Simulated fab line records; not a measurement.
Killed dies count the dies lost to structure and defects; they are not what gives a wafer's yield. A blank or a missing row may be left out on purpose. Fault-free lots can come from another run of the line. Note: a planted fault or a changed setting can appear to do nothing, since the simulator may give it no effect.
2 desks, one fault + flow sky130 + each desk has only its own numbers; what lay behind them comes last

## METROLOGY DESK
Means of the sampled wafers that have a number, per lot and without regard to the tool the lot ran on: this is what the gauges read. Marked OUT: a lot whose mean sits more than 4 standard deviations from the usual mean, which makes it out of limits; the brackets give that distance.
Columns: A = VT_ADJUST_HVTR_OVL at SKY_VT_ADJUST_HVTR_OVL_MEAS_08, usual 0.2 nm; B = SONOS_ONO_OVL at SKY_SONOS_ONO_OVL_MEAS_14, usual 0.1 nm; C = CAPM_CVD_00_THK at SKY_CAPM_THK_MEAS_01, usual 15.57 nm
| lot  | first seen here | A    | B    | C                |
|------|-----------------|------|------|------------------|
| L318 | day 9 06:11     | 1.4  | 1.4  | 15.51            |
| L321 | day 10 01:55    | 2.1  | 0.2  | 15.52            |
| L323 | day 10 17:11    | 0.4  | 0.6  | 15.34            |
| L324 | day 10 22:08    | 0.6  | -1.5 | 15.57            |
| L325 | day 11 05:46    | 0.1  | 0.2  | 15.40            |
| L331 | day 12 20:39    | -3.2 | -2.2 | 13.48 (-8.7) OUT |
| L336 | day 14 08:29    | 2.3  | 1.1  | 15.55            |
| L337 | day 14 15:56    | 1.0  | 1.8  | 15.61            |
| L338 | day 15 04:48    | 0.9  | -0.5 | 15.58            |
| L339 | day 15 09:38    | 0.7  | -0.2 | 15.59            |
| L340 | day 15 16:52    | 0.9  | 0.8  | 15.77            |
This desk reports L331 out of limits; the earliest was L331 at day 39 17:02 (CAPM_CVD_00_THK at SKY_CAPM_THK_MEAS_01). In limits: L318, L321, L323, L324, L325, L336, L337, L338, L339, L340.

## THE TOOL OWNER'S DESK: pecvd-02
The tool's own readings at SKY_CAPM_CVD_00 (deposits SiO2, target thk 15.5 nm): means of the sampled wafers that have a number, for each lot that ran on this tool. Marked OUT: a lot whose mean sits more than 4 standard deviations from the usual mean, which makes it out of limits; the brackets give that distance.
Columns: A = heater power w at SKY_CAPM_CVD_00, usual 686 W
| lot  | first seen here | A   |
|------|-----------------|-----|
| L318 | day 35 23:25    | 834 |
| L323 | day 37 11:38    | 787 |
| L325 | day 38 03:59    | 852 |
| L331 | day 39 17:00    | 776 |
| L339 | day 42 15:35    | 812 |
This desk's verdict: no lot among the 5 shows anything out of limits.

## PUT TOGETHER
Metrology desk: alarm possible at day 39 17:02 on L331.
Nothing out of limits was seen by the tool owner's desk.
On record at the tool owner's desk: L331, within its limits.
On pecvd-02, each named lot ran SKY_CAPM_CVD_00.

## WHAT THE SIMULATOR HAD INSERTED
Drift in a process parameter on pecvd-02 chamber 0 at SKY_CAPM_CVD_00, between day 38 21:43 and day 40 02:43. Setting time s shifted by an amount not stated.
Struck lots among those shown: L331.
Delay in hours, fault start to first out-of-limits reading, per desk: metrology desk 19.
